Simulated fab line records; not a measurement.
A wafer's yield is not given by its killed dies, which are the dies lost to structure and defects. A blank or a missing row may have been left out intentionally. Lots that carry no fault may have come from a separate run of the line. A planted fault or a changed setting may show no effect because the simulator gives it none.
What tool caused it? || flow sky130 || 30 wafers from 10 lots sampled at 5 of the route's 708 steps

== WHAT THE GAUGES SHOWED, per wafer ==
SKY_CONTACT_RS_MEAS_25: measurement is done with a four-point probe.
{"lot": "L573", "measured": "day 32 23:04", "on": "film metro-04", "CONTACT_W_RS (ohm/sq)": "0.342 0.332 0.334"}
{"lot": "L574", "measured": "day 33 08:22", "on": "film metro-03", "CONTACT_W_RS (ohm/sq)": "0.307 0.308 0.306 0.307 0.308 0.306"}
{"lot": "L578", "measured": "day 34 12:06", "on": "film metro-03", "CONTACT_W_RS (ohm/sq)": "0.306 0.297 0.298 0.306 0.297 0.298"}
{"lot": "L583", "measured": "day 36 00:38", "on": "film metro-03", "CONTACT_W_RS (ohm/sq)": "0.335 0.337 0.338"}
{"lot": "L584", "measured": "day 36 17:08", "on": "film metro-03", "CONTACT_W_RS (ohm/sq)": "0.339 0.342 0.333"}
{"lot": "L586", "measured": "day 37 08:37", "on": "film metro-04", "CONTACT_W_RS (ohm/sq)": "0.343 0.339 0.341"}
{"lot": "L587", "measured": "day 37 12:30", "on": "film metro-04", "CONTACT_W_RS (ohm/sq)": "0.327 0.339 0.331"}
{"lot": "L589", "measured": "day 38 13:27", "on": "film metro-01", "CONTACT_W_RS (ohm/sq)": "0.341 0.333 0.345"}
{"lot": "L591", "measured": "day 38 21:47", "on": "film metro-03", "CONTACT_W_RS (ohm/sq)": "0.339 0.340 0.348"}
{"lot": "L592", "measured": "day 39 04:14", "on": "film metro-03", "CONTACT_W_RS (ohm/sq)": "0.342 0.340 0.342"}

SKY_CONTACT_THK_MEAS_26: measures by xrf.
{"lot": "L573", "measured": "day 32 23:11", "on": "film metro-04", "CONTACT_W_THK (nm)": "332 345 339"}
{"lot": "L574", "measured": "day 33 10:19", "on": "film metro-03", "CONTACT_W_THK (nm)": "361 363 362 362 360 365"}
{"lot": "L578", "measured": "day 34 16:15", "on": "film metro-03", "CONTACT_W_THK (nm)": "375 386 383 376 386 383"}
{"lot": "L583", "measured": "day 36 00:45", "on": "film metro-03", "CONTACT_W_THK (nm)": "337 336 335"}
{"lot": "L584", "measured": "day 36 17:15", "on": "film metro-03", "CONTACT_W_THK (nm)": "334 330 339"}
{"lot": "L586", "measured": "day 37 08:44", "on": "film metro-04", "CONTACT_W_THK (nm)": "332 335 335"}
{"lot": "L587", "measured": "day 37 12:37", "on": "film metro-04", "CONTACT_W_THK (nm)": "349 337 346"}
{"lot": "L589", "measured": "day 38 13:34", "on": "film metro-01", "CONTACT_W_THK (nm)": "334 339 328"}
{"lot": "L591", "measured": "day 38 21:54", "on": "film metro-03", "CONTACT_W_THK (nm)": "334 335 326"}
{"lot": "L592", "measured": "day 39 04:21", "on": "film metro-03", "CONTACT_W_THK (nm)": "330 332 332"}

== TOOL THAT RAN EACH LOT (tool first, then ch and the chambers of the sampled wafers, then the start) ==
{"lot": "L573", "SKY_LI_CONTACT_SPUTTER_20": "pvd sputter-01, day 30 12:58", "SKY_CONTACT_SPUTTER_23": "pvd sputter-03, day 32 22:53", "SKY_CONTACT_CVD_24": "cvd w-01 ch 0,1, day 32 22:57"}
{"lot": "L574", "SKY_LI_CONTACT_SPUTTER_20": "pvd sputter-03, day 30 22:35", "SKY_CONTACT_SPUTTER_23": "pvd sputter-04, day 33 08:11", "SKY_CONTACT_CVD_24": "cvd w-01 ch 1, day 33 08:15"}
{"lot": "L578", "SKY_LI_CONTACT_SPUTTER_20": "pvd sputter-01, day 32 03:31", "SKY_CONTACT_SPUTTER_23": "pvd sputter-04, day 34 11:55", "SKY_CONTACT_CVD_24": "cvd w-01 ch 0,1, day 34 11:58"}
{"lot": "L583", "SKY_LI_CONTACT_SPUTTER_20": "pvd sputter-03, day 33 16:56", "SKY_CONTACT_SPUTTER_23": "pvd sputter-02, day 36 00:27", "SKY_CONTACT_CVD_24": "cvd w-02 ch 0,1, day 36 00:31"}
{"lot": "L584", "SKY_LI_CONTACT_SPUTTER_20": "pvd sputter-04, day 34 08:20", "SKY_CONTACT_SPUTTER_23": "pvd sputter-04, day 36 16:57", "SKY_CONTACT_CVD_24": "cvd w-02 ch 0,1, day 36 17:01"}
{"lot": "L586", "SKY_LI_CONTACT_SPUTTER_20": "pvd sputter-04, day 35 01:17", "SKY_CONTACT_SPUTTER_23": "pvd sputter-04, day 37 08:27", "SKY_CONTACT_CVD_24": "cvd w-01 ch 0,1, day 37 08:31"}
{"lot": "L587", "SKY_LI_CONTACT_SPUTTER_20": "pvd sputter-03, day 35 04:27", "SKY_CONTACT_SPUTTER_23": "pvd sputter-04, day 37 12:19", "SKY_CONTACT_CVD_24": "cvd w-01 ch 0,1, day 37 12:22"}
{"lot": "L589", "SKY_LI_CONTACT_SPUTTER_20": "pvd sputter-04, day 36 05:34", "SKY_CONTACT_SPUTTER_23": "pvd sputter-02, day 38 13:16", "SKY_CONTACT_CVD_24": "cvd w-01 ch 0,1, day 38 13:20"}
{"lot": "L591", "SKY_LI_CONTACT_SPUTTER_20": "pvd sputter-01, day 36 15:16", "SKY_CONTACT_SPUTTER_23": "pvd sputter-04, day 38 21:36", "SKY_CONTACT_CVD_24": "cvd w-01 ch 0,1, day 38 21:40"}
{"lot": "L592", "SKY_LI_CONTACT_SPUTTER_20": "pvd sputter-04, day 36 23:02", "SKY_CONTACT_SPUTTER_23": "pvd sputter-04, day 39 04:03", "SKY_CONTACT_CVD_24": "cvd w-01 ch 1, day 39 04:07"}
- SKY_LI_CONTACT_SPUTTER_20: material TiN, target thk 20 nm, time 80 s.
- SKY_CONTACT_SPUTTER_23: material TiN, target thk 20 nm, time 80 s.
- SKY_CONTACT_CVD_24: deposits W, target thk 340 nm, time 102.12 s.

== AS READ BY THE TOOLS THEMSELVES (means over the sampled wafers that have a number; for cases with no such wafer, the mark the record gives instead) ==
SKY_LI_CONTACT_SPUTTER_20.
{"lot": "L573", "tool": "pvd sputter-01", "cathode dc power W (W)": 4000.4, "throttle valve pct (%)": 29.4}
{"lot": "L574", "tool": "pvd sputter-03", "cathode dc power W (W)": 4000.3, "throttle valve pct (%)": 30.4}
{"lot": "L578", "tool": "pvd sputter-01", "cathode dc power W (W)": 4000.1, "throttle valve pct (%)": 28.3}
{"lot": "L583", "tool": "pvd sputter-03", "cathode dc power W (W)": 3999.7, "throttle valve pct (%)": 29.9}
{"lot": "L584", "tool": "pvd sputter-04", "cathode dc power W (W)": 3999.7, "throttle valve pct (%)": 30.0}
{"lot": "L586", "tool": "pvd sputter-04", "cathode dc power W (W)": 4000.3, "throttle valve pct (%)": 31.0}
{"lot": "L587", "tool": "pvd sputter-03", "cathode dc power W (W)": 4000.4, "throttle valve pct (%)": 29.5}
{"lot": "L589", "tool": "pvd sputter-04", "cathode dc power W (W)": 3999.7, "throttle valve pct (%)": 28.7}
{"lot": "L591", "tool": "pvd sputter-01", "cathode dc power W (W)": 4000.0, "throttle valve pct (%)": 29.2}
{"lot": "L592", "tool": "pvd sputter-04", "cathode dc power W (W)": 3999.7, "throttle valve pct (%)": 29.7}

SKY_CONTACT_SPUTTER_23.
{"lot": "L573", "tool": "pvd sputter-03", "cathode dc power W (W)": 4000.2, "throttle valve pct (%)": 29.8}
{"lot": "L574", "tool": "pvd sputter-04", "cathode dc power W (W)": 4000.2, "throttle valve pct (%)": 30.6}
{"lot": "L578", "tool": "pvd sputter-04", "cathode dc power W (W)": 3999.8, "throttle valve pct (%)": 29.3}
{"lot": "L583", "tool": "pvd sputter-02", "cathode dc power W (W)": 4000.4, "throttle valve pct (%)": 30.0}
{"lot": "L584", "tool": "pvd sputter-04", "cathode dc power W (W)": 3999.4, "throttle valve pct (%)": 30.2}
{"lot": "L586", "tool": "pvd sputter-04", "cathode dc power W (W)": 4000.1, "throttle valve pct (%)": 30.2}
{"lot": "L587", "tool": "pvd sputter-04", "cathode dc power W (W)": 4000.5, "throttle valve pct (%)": 30.5}
{"lot": "L589", "tool": "pvd sputter-02", "cathode dc power W (W)": 4000.3, "throttle valve pct (%)": 29.4}
{"lot": "L591", "tool": "pvd sputter-04", "cathode dc power W (W)": 4000.4, "throttle valve pct (%)": 29.6}
{"lot": "L592", "tool": "pvd sputter-04", "cathode dc power W (W)": 3999.9, "throttle valve pct (%)": 31.0}

SKY_CONTACT_CVD_24.
{"lot": "L573", "tool": "cvd w-01", "heater power w (W)": 925, "susceptor temp C (C)": 399.95}
{"lot": "L574", "tool": "cvd w-01", "heater power w (W)": 930, "susceptor temp C (C)": 399.93}
{"lot": "L578", "tool": "cvd w-01", "heater power w (W)": 921, "susceptor temp C (C)": 399.98}
{"lot": "L583", "tool": "cvd w-02", "heater power w (W)": 863, "susceptor temp C (C)": 399.86}
{"lot": "L584", "tool": "cvd w-02", "heater power w (W)": 879, "susceptor temp C (C)": 400.03}
{"lot": "L586", "tool": "cvd w-01", "heater power w (W)": 905, "susceptor temp C (C)": 399.66}
{"lot": "L587", "tool": "cvd w-01", "heater power w (W)": 941, "susceptor temp C (C)": 400.21}
{"lot": "L589", "tool": "cvd w-01", "heater power w (W)": 929, "susceptor temp C (C)": 400.01}
{"lot": "L591", "tool": "cvd w-01", "heater power w (W)": 922, "susceptor temp C (C)": 399.91}
{"lot": "L592", "tool": "cvd w-01", "heater power w (W)": 925, "susceptor temp C (C)": 399.99}

== THE ANSWER, worked out from the rows above alone ==
Rule: usual is defined by the lots themselves. The widest of any qualifying gaps counts: lots, ordered by their means at a reading, are off when they make up no more than a third of the lots, leave a main group of 4 or more, and stand apart from it by 3 or more times the standard deviation of that group's means. A main group whose means are all the same, to the digits that the tables above print for the reading, isn't used. A lot without any number at a reading at which 4 lots or more have one is off too. Where the step has rows for the other lots, those lots are counted as sound. Order of review: gauges by route order, followed by the tools' own readings, for which a lot's mean as printed above is used. The first step at which some lot is off is used, and at that step the reading that is off furthest; a lot without a number counts as furthest.
Off: at SKY_CONTACT_RS_MEAS_25 (CONTACT_W_RS), L574, L578. Mean 0.338 ohm/sq and standard deviation 0.0031 in the main group.
A tool fits if, at a process step before that reading, it ran every lot that is off, and no sound lot after the first of them. The gauges at SKY_CONTACT_RS_MEAS_25 are tried like those tools. Of those tried, none fits.

== WHAT WAS PUT IN BY THE SIMULATOR ==
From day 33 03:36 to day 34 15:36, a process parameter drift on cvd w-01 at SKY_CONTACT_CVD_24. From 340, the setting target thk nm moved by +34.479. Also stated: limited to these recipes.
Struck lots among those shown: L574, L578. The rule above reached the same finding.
